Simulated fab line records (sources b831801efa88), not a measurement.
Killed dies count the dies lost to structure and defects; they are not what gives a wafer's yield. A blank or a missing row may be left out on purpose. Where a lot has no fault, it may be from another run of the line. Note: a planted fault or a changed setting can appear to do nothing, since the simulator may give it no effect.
The tool behind it: which one? :: flow sfq_line :: route of 325 steps, sampled at 1 step: 14 lots, 42 wafers

== WHAT THE GAUGES SHOWED, per wafer ==
No reading from a measuring or inspecting step in the record can be judged against a usual standard deviation.

== EACH LOT AND THE TOOL THAT RAN IT (in order: tool; ch and the chambers of the sampled wafers; start) ==
lot: L176
SFQ_TRILAYER_I3_VIA_LITHO_EXPOSE_086: krf_scanner-02 ch 0, day 41 19:28

lot: L177
SFQ_TRILAYER_I3_VIA_LITHO_EXPOSE_086: krf_scanner-02 ch 0, day 42 23:04

lot: L183
SFQ_TRILAYER_I3_VIA_LITHO_EXPOSE_086: krf_scanner-02, day 46 08:40

lot: L184
SFQ_TRILAYER_I3_VIA_LITHO_EXPOSE_086: krf_scanner-02, day 46 19:44

lot: L185
SFQ_TRILAYER_I3_VIA_LITHO_EXPOSE_086: krf_scanner-02 ch 0, day 46 23:08

lot: L188
SFQ_TRILAYER_I3_VIA_LITHO_EXPOSE_086: krf_scanner-02 ch 0, day 48 02:44

lot: L189
SFQ_TRILAYER_I3_VIA_LITHO_EXPOSE_086: krf_scanner-02 ch 0, day 48 08:44

lot: L192
SFQ_TRILAYER_I3_VIA_LITHO_EXPOSE_086: krf_scanner-01 ch 0, day 49 17:08

lot: L193
SFQ_TRILAYER_I3_VIA_LITHO_EXPOSE_086: krf_scanner-02 ch 0, day 49 18:28

lot: L194
SFQ_TRILAYER_I3_VIA_LITHO_EXPOSE_086: krf_scanner-02 ch 0, day 51 05:11

lot: L195
SFQ_TRILAYER_I3_VIA_LITHO_EXPOSE_086: krf_scanner-02 ch 0, day 53 02:53

lot: L196
SFQ_TRILAYER_I3_VIA_LITHO_EXPOSE_086: krf_scanner-02 ch 0, day 53 05:05

lot: L198
SFQ_TRILAYER_I3_VIA_LITHO_EXPOSE_086: krf_scanner-02 ch 0, day 53 08:53

lot: L199
SFQ_TRILAYER_I3_VIA_LITHO_EXPOSE_086: krf_scanner-02 ch 0, day 53 11:05
- SFQ_TRILAYER_I3_VIA_LITHO_EXPOSE_086: exposes mask I3, target cd 500 nm.

== AS READ BY THE TOOLS THEMSELVES (means over the sampled wafers that have a number; for cases with no such wafer, the mark the record gives instead) ==
SFQ_TRILAYER_I3_VIA_LITHO_EXPOSE_086. Usual: exposure_dose_mJ_cm2 21.298, standard deviation 0.019; focus_offset_nm 0.1 nm, standard deviation 0.49.
lot: L176
tool: krf_scanner-02
exposure_dose_mJ_cm2: 21.296
focus_offset_nm (nm): 0.1
flag: 

lot: L177
tool: krf_scanner-02
exposure_dose_mJ_cm2: 21.286
focus_offset_nm (nm): 0.3
flag: 

lot: L183
tool: krf_scanner-02
exposure_dose_mJ_cm2: -
focus_offset_nm (nm): -
flag: OFF

lot: L184
tool: krf_scanner-02
exposure_dose_mJ_cm2: -
focus_offset_nm (nm): -
flag: OFF

lot: L185
tool: krf_scanner-02
exposure_dose_mJ_cm2: 21.288
focus_offset_nm (nm): 0.1
flag: 

lot: L188
tool: krf_scanner-02
exposure_dose_mJ_cm2: 21.343
focus_offset_nm (nm): -0.3
flag: 

lot: L189
tool: krf_scanner-02
exposure_dose_mJ_cm2: 21.318
focus_offset_nm (nm): 0.5
flag: 

lot: L192
tool: krf_scanner-01
exposure_dose_mJ_cm2: 21.280
focus_offset_nm (nm): 0.2
flag: 

lot: L193
tool: krf_scanner-02
exposure_dose_mJ_cm2: 21.307
focus_offset_nm (nm): -0.4
flag: 

lot: L194
tool: krf_scanner-02
exposure_dose_mJ_cm2: 21.307
focus_offset_nm (nm): 0.2
flag: 

lot: L195
tool: krf_scanner-02
exposure_dose_mJ_cm2: 21.290
focus_offset_nm (nm): -0.3
flag: 

lot: L196
tool: krf_scanner-02
exposure_dose_mJ_cm2: 21.277
focus_offset_nm (nm): 0.5
flag: 

lot: L198
tool: krf_scanner-02
exposure_dose_mJ_cm2: 21.293
focus_offset_nm (nm): 0.7
flag: 

lot: L199
tool: krf_scanner-02
exposure_dose_mJ_cm2: 21.298
focus_offset_nm (nm): 0.2
flag: 

== THE ANSWER, worked out from the rows above alone ==
Rule: a lot is off if the mean of its wafers that have a number lies more than 3 standard deviations from the usual mean. A lot without any number at a reading at which 4 lots or more have one is off too. All remaining lots with rows at the step are treated as sound. The gauges are gone through in route order, then the tools' own readings, and for those a lot's mean is taken as printed above. The first step at which some lot is off is used, and at that step the reading that is off furthest; a lot without a number counts as furthest.
Off at SFQ_TRILAYER_I3_VIA_LITHO_EXPOSE_086 (exposure_dose_mJ_cm2): L183, L184. Without a number there: L183, L184.
If a tool, at that step or one of the process steps before it, ran each lot that is off and ran no sound lot following the first of them, it fits. No candidate that was tried fits.

== WHAT THE SIMULATOR HAD PUT IN ==
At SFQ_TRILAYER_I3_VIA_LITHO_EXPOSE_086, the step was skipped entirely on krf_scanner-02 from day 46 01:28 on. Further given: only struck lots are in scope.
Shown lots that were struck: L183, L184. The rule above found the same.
